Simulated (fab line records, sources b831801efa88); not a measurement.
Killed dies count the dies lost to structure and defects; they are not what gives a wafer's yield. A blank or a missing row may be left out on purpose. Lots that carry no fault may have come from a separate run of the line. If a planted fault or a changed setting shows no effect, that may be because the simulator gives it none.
Which tool did it? + flow gf180mcu + 42 wafers from 14 lots sampled at 3 of the route's 602 steps

## WHAT THE GAUGES SHOWED, per wafer
GF_STI_THK_MEAS_02. Usual: for STI_OXIDATION_THK the level is 10.15 nm and the standard deviation is 0.2.
| lot  | measured    | on            | STI_OXIDATION_THK (nm) | flag |
|------|-------------|---------------|------------------------|------|
| L568 | day 1 12:43 | film-metro-04 | 9.97 9.95 10.11        |      |
| L569 | day 1 16:31 | film-metro-03 | 10.19 10.18 10.16      |      |
| L570 | day 1 21:32 | film-metro-04 | 9.75 9.91 9.99         |      |
| L573 | day 2 12:54 | film-metro-02 | 10.25 10.33 10.34      |      |
| L574 | day 2 17:31 | film-metro-03 | 10.54 10.44 10.39      |      |
| L575 | day 2 22:31 | film-metro-02 | 10.26 10.11 10.13      |      |
| L578 | day 3 14:31 | film-metro-04 | 10.36 10.46 10.32      |      |
| L579 | day 3 18:34 | film-metro-02 | 10.38 10.41 10.39      |      |
| L580 | day 3 23:32 | film-metro-04 | 10.41 10.27 10.29      |      |
| L581 | day 4 05:06 | film-metro-03 | 10.05 10.21 10.21      |      |
| L586 | day 5 05:42 | film-metro-02 | 10.19 10.15 10.11      |      |
| L587 | day 5 11:12 | film-metro-03 | 9.82 10.09 10.11       |      |
| L588 | day 5 15:39 | film-metro-04 | 10.24 10.22 10.00      |      |
| L591 | day 6 06:32 | film-metro-03 | 10.07 10.02 10.33      |      |

GF_DUAL_GATE_OVL_MEAS_11. Usual: for DUAL_GATE_OVL the level is 0.5 nm and the standard deviation is 1.5.
| lot  | measured     | on         | DUAL_GATE_OVL (nm) | flag |
|------|--------------|------------|--------------------|------|
| L568 | day 8 08:40  | overlay-02 | -1.0 -2.1 -1.0     |      |
| L569 | day 8 15:13  | overlay-01 | 1.3 1.6 2.1        |      |
| L570 | day 8 22:08  | overlay-01 | -0.6 -0.8 -2.3     |      |
| L573 | day 9 19:27  | overlay-01 | -0.2 -0.5 -0.8     |      |
| L574 | day 10 02:40 | overlay-02 | 1.9 2.3 2.4        |      |
| L575 | day 10 07:22 | overlay-01 | -1.2 -0.4 0.0      |      |
| L578 | day 11 09:40 | overlay-01 | -0.1 0.6 -1.9      |      |
| L581 | day 12 01:19 | overlay-01 | -0.4 -0.3 0.4      |      |
| L586 | day 13 11:22 | overlay-01 | 0.8 -0.2 -1.2      |      |
| L587 | day 13 20:34 | overlay-02 | 0.7 1.4 3.3        |      |
| L588 | day 14 06:34 | overlay-01 | 1.5 1.5 1.2        |      |
| L591 | day 14 21:32 | overlay-02 | -1.7 -1.0 -1.3     |      |

## WHAT TOOL EACH LOT RAN ON (gives the tool, then ch and the chambers of the sampled wafers, and finally the start)
| lot  | GF_VT_IMPLANT_DEVELOP_28          |
|------|-----------------------------------|
| L568 | litho-track-02 ch 0, day 6 22:11  |
| L569 | litho-track-01 ch 0, day 7 04:24  |
| L570 | litho-track-03 ch 0, day 7 10:23  |
| L573 | litho-track-02 ch 0, day 8 06:13  |
| L574 | litho-track-01 ch 0, day 8 12:45  |
| L575 | litho-track-03 ch 0, day 8 17:28  |
| L578 | litho-track-02 ch 0, day 9 15:19  |
| L579 | litho-track-03, day 9 23:25       |
| L580 | litho-track-03, day 10 05:25      |
| L581 | litho-track-03 ch 0, day 10 09:25 |
| L586 | litho-track-03 ch 0, day 11 17:37 |
| L587 | litho-track-03 ch 0, day 12 00:22 |
| L588 | litho-track-01 ch 0, day 12 08:06 |
| L591 | litho-track-02 ch 0, day 13 03:05 |
- GF_VT_IMPLANT_DEVELOP_28: develop time 60 s.

## AS READ BY THE TOOLS THEMSELVES (means over the sampled wafers that have a number; for cases with no such wafer, the mark the record gives instead)
GF_VT_IMPLANT_DEVELOP_28. Usual: chill-plate-temp-C at 23.02 C, with a standard deviation of 0.12.
| lot  | tool           | chill-plate-temp-C (C) | flag |
|------|----------------|------------------------|------|
| L568 | litho-track-02 | 22.99                  |      |
| L569 | litho-track-01 | 23.01                  |      |
| L570 | litho-track-03 | 23.09                  |      |
| L573 | litho-track-02 | 22.90                  |      |
| L574 | litho-track-01 | 22.90                  |      |
| L575 | litho-track-03 | 22.98                  |      |
| L578 | litho-track-02 | 23.01                  |      |
| L579 | litho-track-03 | -                      | OFF  |
| L580 | litho-track-03 | -                      | OFF  |
| L581 | litho-track-03 | 22.95                  |      |
| L586 | litho-track-03 | 23.08                  |      |
| L587 | litho-track-03 | 23.02                  |      |
| L588 | litho-track-01 | 23.35                  |      |
| L591 | litho-track-02 | 23.08                  |      |

## THE ANSWER, worked out from the rows above alone
Rule: a lot counts as off when the mean over its wafers that have a number is more than 3 standard deviations away from the usual mean. A lot without any number at a reading at which 4 lots or more have one is off too. Any other lot the step has rows for is counted as sound. The gauges are gone through in route order, then the tools' own readings, and for those a lot's mean is taken as printed above. At the first step where some lot is off, the reading lying furthest off is the one used; lots without a number count as furthest.
Off, at GF_VT_IMPLANT_DEVELOP_28 on chill-plate-temp-C: L579, L580. Without a number there: L579, L580.
If a tool, at that step or one of the process steps before it, ran each lot that is off and ran no sound lot following the first of them, it fits. None of those tried fits.

## WHAT THE SIMULATOR HAD INSERTED
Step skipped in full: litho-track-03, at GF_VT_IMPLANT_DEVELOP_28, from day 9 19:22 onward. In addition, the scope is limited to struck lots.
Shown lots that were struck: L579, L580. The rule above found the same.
